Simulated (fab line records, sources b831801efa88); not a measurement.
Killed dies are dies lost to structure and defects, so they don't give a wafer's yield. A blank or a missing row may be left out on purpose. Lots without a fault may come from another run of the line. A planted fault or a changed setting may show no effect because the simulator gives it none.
fab line records | flow sky130
record lots=15 wafers=45 last_day=50
route steps=708 shown VIA1@459 METAL2@486
lots that met no fault: from a run of the same line without faults
start_h: hours from the record's first day to the start of the lot's first wafer shown | wait_h: hours since the lot's step before | " the same as in the row above | L1.1+2: a row that stands for several wafers | - no value, or no start given | * or withheld: withheld | < > ~ a bound
route shown NAME@n: a module of which the file shows steps, and the number in the route of the first | usual: mean/standard deviation of fault-free wafers | same: alike in all rows | chamber/n: place in a boat | sites: the reading at each site | _std_site: their standard deviation | _edge_site: outer sites' mean less inner sites' | radius_mm: how far each site lies from the wafer's centre | mask NAME#n: copy n | behind: the tool/chamber that last shaped the wafer | hold: why the lot was held/for how many hours/how that ended | device: the transistor (n, p or np) that didn't switch | end of line: the same wafers' tests at the end of the route | a step without rows: its recipe alone | killed: dies lost to structure and defects at the first sort, not the wafer's yield | map: a wafer's dies, x killed, . not, _ none there
set.NAME: the setting as run; set.NAME@STEP: as run at that earlier step | model.NAME: the simulator's own value behind a step, which no gauge read
steps of the route over a sample of lots; a table a step, a row a wafer
services: from which hour (start_h, from the record's first day; less than 0 if before it) a tool's chamber was out of use, for how many hours, and why
## steps
# step SKY_VIA1_THK_MEAS_01
# recipe reads=SiO2_of_VIA1_HDPCVD_00
# usual VIA1_HDPCVD_THK=1032/10
# columns lot.wafer tool chamber start_h wait_h VIA1_HDPCVD_THK[nm]
L400.1 film_metro-04 - 798.93 0.1 1029
L400.3 " - " " 1028
L400.6 " - " " 1024
L401.3 film_metro-01 - 811.20 0.1 1015
L401.4 " - " " 1014
L401.5 " - " " 1038
L402.2 film_metro-01 - 818.99 0.1 1024
L402.3 " - " " 1020
L402.4 " - " " 1038
L403.1 film_metro-01 - 833.84 0.1 1019
L403.2 " - " " 1025
L403.6 " - " " 1024
L408.3 film_metro-01 - 873.31 0.1 1039
L408.4 " - " " 1025
L408.6 " - " " 1033
L409.1 film_metro-04 - 873.64 0.1 1033
L409.3 " - " " 1040
L409.6 " - " " 1048
L410.1 film_metro-01 - 887.89 0.1 1032
L410.3 " - " " 1009
L410.4 " - " " 1014
L412.1 film_metro-04 - 892.39 0.1 1033
L412.2 " - " " 1035
L412.3 " - " " 1025
L411.3 film_metro-04 - 893.78 0.1 1025
L411.4 " - " " 1014
L411.5 " - " " 1025
L413.3 film_metro-02 - 896.90 0.1 1038
L413.5 " - " " 1036
L413.6 " - " " 1036
L414.2 film_metro-04 - 908.24 0.1 1038
L414.3 " - " " 1031
L414.4 " - " " 1031
L417.2 film_metro-04 - 921.00 0.1 1035
L417.4 " - " " 1033
L417.5 " - " " 1044
L416.1 film_metro-02 - 928.89 0.1 1038
L416.4 " - " " 1042
L416.5 " - " " 1033
L419.3 film_metro-02 - 935.93 0.1 1032
L419.4 " - " " 1024
L419.6 " - " " 1040
L418.1 film_metro-02 - 936.95 0.1 1029
L418.5 " - " " 1047
L418.6 " - " " 1028
# step SKY_VIA1_ETCH_15
# recipe target=SiO2 chemistry=C4F8/O2/Ar target_depth_nm=351 stop_on=TiN mask_material=KrF-thick source_w=1500 bias_w=1200 pressure_mtorr=40 c4f8_flow_sccm=withheld O2_flow_sccm=6 Ar_flow_sccm=300 time_s=54
# usual bias_w=1200/3.8 chamber_pressure_mTorr=40.00/0.034 oes_product_au=0.980/0.0059 rf_fwd_power_W=1487/6.1
# columns lot.wafer tool chamber start_h wait_h bias_w chamber_pressure_mTorr oes_product_au rf_fwd_power_W rf_hours_counter_h
L400.1 rie_diel-03 1 825.45 0.0 - - - - -
L400.3 " 0 " " - - - - -
L400.6 " 1 " " - - - - -
L401.3 rie_diel-04 3 837.75 0.0 - - - - -
L401.4 " 2 " " - - - - -
L401.5 " 2 " " - - - - -
L402.2 rie_diel-04 1 845.68 0.0 - - - - -
L402.3 " 3 " " - - - - -
L402.4 " 0 " " - - - - -
L403.1 rie_diel-03 1 860.35 0.0 1201 40.01 0.996 1480 20
L403.2 " 0 " " 1198 40.01 0.981 1478 19
L403.6 " 3 " " 1200 40.02 0.975 1489 -
L408.3 rie_diel-04 2 899.49 0.0 1203 39.97 0.981 1489 21
L408.4 " 1 " " 1196 40.06 0.983 1490 9
L408.6 " 0 " " 1203 40.00 0.988 1498 -
L409.1 rie_diel-01 3 899.61 0.0 1195 39.99 0.982 1490 1
L409.3 " 2 " " 1201 40.00 0.982 1477 12
L409.6 " 0 " " 1206 39.93 0.981 1486 -
L410.1 rie_diel-03 0 913.73 0.0 1198 40.04 0.982 1485 21
L410.3 " 2 " " 1197 40.02 0.971 1484 21
L410.4 " 1 " " 1202 39.97 0.985 1482 22
L412.1 rie_diel-01 2 917.83 0.0 1202 39.96 0.983 1486 13
L412.2 " 0 " " 1207 40.02 0.981 1475 15
L412.3 " 1 " " 1205 40.01 0.984 1491 7
L411.3 rie_diel-04 1 919.00 0.0 1194 39.97 0.982 1498 9
L411.4 " 0 " " 1200 40.04 0.982 1494 4
L411.5 " 1 " " 1200 40.01 0.976 1490 -
L413.3 rie_diel-03 0 922.38 0.0 1205 40.00 0.980 1482 21
L413.5 " 3 " " 1203 40.00 0.976 1485 -
L413.6 " 0 " " 1202 40.01 0.973 1482 -
L414.2 rie_diel-03 2 933.07 0.0 1194 39.97 0.972 1482 21
L414.3 " 3 " " 1202 40.03 0.981 1487 22
L414.4 " 1 " " 1204 40.02 0.981 1485 22
L417.2 rie_diel-01 2 946.68 0.0 1206 40.04 0.978 1489 14
L417.4 " 1 " " 1194 39.97 0.983 1496 8
L417.5 " 1 " " 1197 40.03 0.981 1495 -
L416.1 rie_diel-04 2 954.18 0.0 1195 39.94 0.963 1484 0
L416.4 " 1 " " 1207 39.94 0.977 1489 10
L416.5 " 1 " " 1201 39.94 0.978 1487 -
L419.3 rie_diel-03 1 963.30 0.0 1196 39.99 0.982 1480 23
L419.4 " 0 " " 1202 40.01 0.974 1480 -
L419.6 " 3 " " 1202 39.99 0.985 1492 -
L418.1 rie_diel-01 2 963.50 0.0 1197 40.01 0.968 1485 15
L418.5 " 1 " " 1197 39.96 0.975 1493 -
L418.6 " 2 " " 1195 40.01 0.975 1490 -
# step SKY_VIA1_STRIP_16
# recipe chemistry=O2/N2 power_w=1400 pressure_mtorr=1500 platen_temp_c=withheld o2_flow_sccm=3000 n2_flow_sccm=300 overash_fraction=0.5
# usual drypump_motor_current_A=5.7/0.5 oes_product_au=0.417/0.0044 strip_time_to_endpoint_s=4.471/0.021
# columns lot.wafer tool chamber start_h wait_h drypump_motor_current_A oes_product_au rf_hours_counter_h strip_time_to_endpoint_s
L400.1 plasma_asher-01 1 825.49 0.0 6.1 0.451 39 5.212
L400.3 " 0 " " 5.3 0.447 - 5.205
L400.6 " 1 " " 6.1 0.451 - 5.192
L401.3 plasma_asher-04 0 837.83 0.1 5.3 0.441 - 5.166
L401.4 " 1 " " 6.4 0.447 - 5.208
L401.5 " 1 " " 6.4 0.452 - 5.208
L402.2 plasma_asher-04 0 845.73 0.0 5.3 0.445 10 5.237
L402.3 " 0 " " 5.3 0.444 - 5.227
L402.4 " 1 " " 6.4 0.442 - 5.204
L403.1 plasma_asher-03 1 860.39 0.0 5.1 0.421 72 4.467
L403.2 " 0 " " 5.6 0.413 72 4.486
L403.6 " 1 " " 5.1 0.412 - 4.494
L408.3 plasma_asher-01 1 899.57 0.1 6.1 0.415 - 4.436
L408.4 " 0 " " 5.3 0.415 - 4.472
L408.6 " 1 " " 6.1 0.416 - 4.452
L409.1 plasma_asher-04 0 899.66 0.0 5.3 0.412 15 4.468
L409.3 " 1 " " 6.4 0.416 - 4.462
L409.6 " 0 " " 5.3 0.419 - 4.463
L410.1 plasma_asher-01 1 913.78 0.0 6.1 0.422 48 4.476
L410.3 " 1 " " 6.1 0.411 - 4.477
L410.4 " 0 " " 5.3 0.413 - 4.476
L412.1 plasma_asher-04 0 917.87 0.0 5.3 0.413 17 4.457
L412.2 " 1 " " 6.4 0.417 17 4.463
L412.3 " 0 " " 5.3 0.409 - 4.455
L411.3 plasma_asher-04 1 919.08 0.1 6.4 0.411 - 4.458
L411.4 " 0 " " 5.3 0.421 - 4.446
L411.5 " 1 " " 6.4 0.418 - 4.490
L413.3 plasma_asher-04 1 922.46 0.1 6.4 0.422 - 4.499
L413.5 " 1 " " 6.4 0.414 - 4.525
L413.6 " 0 " " 5.3 0.415 - 4.481
L414.2 plasma_asher-04 0 933.11 0.0 5.3 0.414 19 4.476
L414.3 " 1 " " 6.4 0.417 - 4.477
L414.4 " 0 " " 5.3 0.409 - 4.444
L417.2 plasma_asher-03 0 946.72 0.0 5.6 0.412 80 4.461
L417.4 " 1 " " 5.1 0.415 - 4.468
L417.5 " 1 " " 5.1 0.424 - 4.485
L416.1 plasma_asher-03 1 954.23 0.0 5.1 0.419 81 4.476
L416.4 " 0 " " 5.6 0.422 - 4.491
L416.5 " 0 " " 5.6 0.425 - 4.455
L419.3 plasma_asher-04 1 963.38 0.1 6.4 0.424 - 4.425
L419.4 " 0 " " 5.3 0.408 - 4.460
L419.6 " 0 " " 5.3 0.414 - 4.457
L418.1 plasma_asher-04 0 963.55 0.0 5.3 0.417 22 4.470
L418.5 " 0 " " 5.3 0.422 - 4.483
L418.6 " 1 " " 6.4 0.419 - 4.450
# step SKY_VIA1_SPUTTER_20
# recipe material=TiN target_thk_nm=20 chamber_pressure_pa=5 power_w=4000 time_s=80
# usual cathode_dc_power_W=4000.0/0.71 throttle_valve_pct=30.0/0.57
# columns lot.wafer tool chamber start_h wait_h cathode_dc_power_W throttle_valve_pct
L400.1 pvd_sputter-03 - 826.08 0.0 4000.4 29.8
L400.3 " - " " 4001.3 29.0
L400.6 " - " " 4001.4 29.9
L401.3 pvd_sputter-03 - 838.73 0.0 3999.3 29.7
L401.4 " - " " 3999.7 29.1
L401.5 " - " " 3999.5 30.6
L402.2 pvd_sputter-04 - 846.66 0.0 3999.9 30.2
L402.3 " - " " 4001.7 31.1
L402.4 " - " " 4000.4 29.8
L403.1 pvd_sputter-03 - 861.02 0.0 4001.5 30.5
L403.2 " - " " 3998.9 29.3
L403.6 " - " " 3999.5 29.5
L408.3 pvd_sputter-02 - 900.16 0.0 4000.7 30.3
L408.4 " - " " 3999.0 30.4
L408.6 " - " " 4000.3 30.2
L409.1 pvd_sputter-04 - 900.25 0.0 3999.5 31.0
L409.3 " - " " 4000.1 30.2
L409.6 " - " " 4000.6 30.7
L410.1 pvd_sputter-02 - 914.40 0.0 4001.8 30.0
L410.3 " - " " 3999.4 30.3
L410.4 " - " " 3999.8 30.6
L412.1 pvd_sputter-03 - 918.56 0.0 4000.1 29.4
L412.2 " - " " 4000.0 29.8
L412.3 " - " " 4000.3 30.6
L411.3 pvd_sputter-04 - 919.64 0.0 3998.7 29.8
L411.4 " - " " 3999.5 30.2
L411.5 " - " " 4000.1 29.9
L413.3 pvd_sputter-03 - 923.02 0.0 3999.1 29.2
L413.5 " - " " 4000.9 30.0
L413.6 " - " " 3999.7 29.1
L414.2 pvd_sputter-04 - 933.74 0.0 4000.0 28.9
L414.3 " - " " 3999.3 29.5
L414.4 " - " " 3999.3 30.0
L417.2 pvd_sputter-03 - 947.31 0.0 3998.8 30.4
L417.4 " - " " 3999.7 29.9
L417.5 " - " " 4000.3 30.3
L416.1 pvd_sputter-02 - 954.83 0.0 4000.3 30.4
L416.4 " - " " 3999.2 29.5
L416.5 " - " " 4000.8 30.6
L419.3 pvd_sputter-03 - 964.21 0.0 4000.7 30.4
L419.4 " - " " 3999.5 30.0
L419.6 " - " " 3999.9 30.1
L418.1 pvd_sputter-04 - 964.31 0.0 4000.1 30.2
L418.5 " - " " 4000.4 28.7
L418.6 " - " " 3999.4 30.0
# step SKY_METAL2_SPUTTER_03
# recipe material=Ti target_thk_nm=5 power_w=3000 time_s=3.3 chamber_pressure_pa=0.4
# usual cathode_dc_power_W=3000.0/0.56 throttle_valve_pct=30.2/0.95
# columns lot.wafer tool chamber start_h wait_h cathode_dc_power_W throttle_valve_pct
L403.1 pvd_sputter-01 - 861.73 0.0 3000.1 31.1
L403.2 " - " " 2999.1 29.0
L403.6 " - " " 3000.5 29.0
L408.3 pvd_sputter-01 - 900.93 0.0 3000.2 31.0
L408.4 " - " " 3000.4 29.2
L408.6 " - " " 3000.7 31.5
L409.1 pvd_sputter-02 - 901.03 0.0 2999.6 29.8
L409.3 " - " " 2999.8 30.5
L409.6 " - " " 2999.1 30.4
L410.1 pvd_sputter-01 - 915.21 0.0 3000.1 31.1
L410.3 " - " " 3000.6 29.1
L410.4 " - " " 2998.4 31.0
L412.1 pvd_sputter-01 - 919.86 0.0 3000.0 31.7
L412.2 " - " " 2999.3 31.0
L412.3 " - " " 2999.6 29.1
L411.3 pvd_sputter-02 - 920.34 0.0 2999.3 30.7
L411.4 " - " " 2999.8 29.8
L411.5 " - " " 3000.8 30.4
L413.3 pvd_sputter-01 - 923.73 0.0 3000.4 31.5
L413.5 " - " " 3000.5 29.0
L413.6 " - " " 3001.0 31.8
L414.2 pvd_sputter-02 - 934.45 0.0 3000.6 29.7
L414.3 " - " " 3001.1 30.0
L414.4 " - " " 3000.9 30.8
L417.2 pvd_sputter-01 - 948.03 0.0 2999.5 31.5
L417.4 " - " " 2999.6 29.4
L417.5 " - " " 3000.0 31.1
L416.1 pvd_sputter-04 - 955.53 0.0 3000.0 31.0
L416.4 " - " " 2999.5 30.0
L416.5 " - " " 3000.5 29.9
L419.3 pvd_sputter-01 - 965.01 0.0 3001.0 29.1
L419.4 " - " " 3000.2 29.4
L419.6 " - " " 2999.5 28.9
L418.1 pvd_sputter-04 - 965.31 0.0 3000.3 30.9
L418.5 " - " " 3000.2 29.9
L418.6 " - " " 3001.3 28.6
## services
# columns tool chamber start_h hours kind
pvd_sputter-03 3 803.92 - consumable_replace:kit
pvd_sputter-01 - 813.63 1.2 repair
rie_diel-01 - 829.38 1.8 repair
rie_diel-03 3 830.92 19.2 repair
pvd_sputter-02 - 831.83 20.9 repair
pvd_sputter-02 - 839.97 14.8 repair
plasma_asher-03 - 840.00 4.4 repair
plasma_asher-04 - 841.65 2.1 repair
rie_diel-03 2 848.33 6.5 repair
plasma_asher-01 - 862.54 3.6 repair
rie_diel-04 3 876.71 6.6 repair
pvd_sputter-03 - 878.35 8.0 repair
plasma_asher-03 - 880.70 2.3 repair
rie_diel-01 1 897.52 3.9 repair
pvd_sputter-03 - 898.38 2.3 repair
rie_diel-01 3 913.37 9.5 repair
rie_diel-03 - 915.03 7.1 repair
rie_diel-01 2 931.53 2.8 repair
pvd_sputter-03 - 932.08 5.2 repair
plasma_asher-01 - 938.11 1.0 repair
pvd_sputter-01 - 953.33 2.4 repair
plasma_asher-03 - 956.70 2.8 pm
pvd_sputter-03 - 958.48 1.5 repair
rie_diel-03 2 960.10 13.6 repair
## key
first_sign step=SKY_VIA1_ETCH_15 reading=tool_record direction=missing
effect step=SKY_VIA1_STRIP_16 reading=strip_time_to_endpoint_s direction=up sigmas=35 usual=* struck=*
met_at SKY_VIA1_ETCH_15
struck_lots L400,L401,L402
later_rows_left_out L400.1,L400.3,L400.6,L401.3,L401.4,L401.5,L402.2,L402.3,L402.4
sort_left_out L400.1,L400.3,L400.6,L401.3,L401.4,L401.5,L402.2,L402.3,L402.4
not_acting_at SKY_VIA1_THK_MEAS_01,SKY_VIA1_SPUTTER_20,SKY_METAL2_SPUTTER_03
fault kind=skipped_step_whole tool=rie_diel-03,rie_diel-04 chamber=- onset_h=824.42 steps=SKY_VIA1_ETCH_15 scope=struck_lots_only
# sort_left_out: the simulated sort isn't trusted on such a fault, so these wafers' sort isn't shown, and their yield isn't known
# later_rows_left_out: the simulator's readings of these wafers behind a module that went badly wrong aren't trusted and aren't shown, but for the sort
